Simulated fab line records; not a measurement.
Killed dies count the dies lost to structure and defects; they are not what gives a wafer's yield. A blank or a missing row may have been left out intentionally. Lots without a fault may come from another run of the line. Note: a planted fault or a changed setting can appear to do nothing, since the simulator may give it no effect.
Matching of chambers	flow sky130	rie_diel-03 running SKY_FIELD_ISO_ETCH_14: 4 sister chambers
The step etches BARC in N2/H2, stops on SiO2, time 45.9 s, target depth 60 nm. 4 wafers are shown with their chamber, then 8 later ones without.

## WAFERS PAIRED WITH THEIR CHAMBERS
wafer	chamber	drypump_motor_current_A (A)
L981.1	1	5.0
L981.2	0	6.7
L981.3	2	6.2
L982.1	3	6.4

## WAFERS WHOSE CHAMBER IS MISSING
wafer	drypump_motor_current_A (A)
L982.2	6.1
L982.5	6.5
L990.1	6.4
L990.2	5.0
L990.6	6.5
L993.3	4.9
L993.5	6.4
L993.6	4.9

## EACH ONE'S CHAMBER
wafer	from the rows above	in truth
L982.2	2	2
L982.5	can't be placed: 3 or 0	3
L990.1	3	3
L990.2	1	1
L990.6	can't be placed: 3 or 0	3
L993.3	1	1
L993.5	3	3
L993.6	1	1
Correct placement for 6 of the 8. Can't be placed from these rows: 2 (the true chamber is among the candidates in 2). Number placed wrongly: 0.
How it was worked out, from the rows above alone: a wafer's distance from a chamber is the root of the sum, over the readings, of the square of ((its reading less the chamber's mean) divided by the reading's scatter). The wafer belongs to the nearest chamber; if the next one is less than 2 further off, it can't be placed. Each chamber's mean is taken over the wafers shown for it. The scatter (one wafer shown for each chamber): square how far every hidden wafer sits from the nearest shown wafer, average those squares and take the square root.
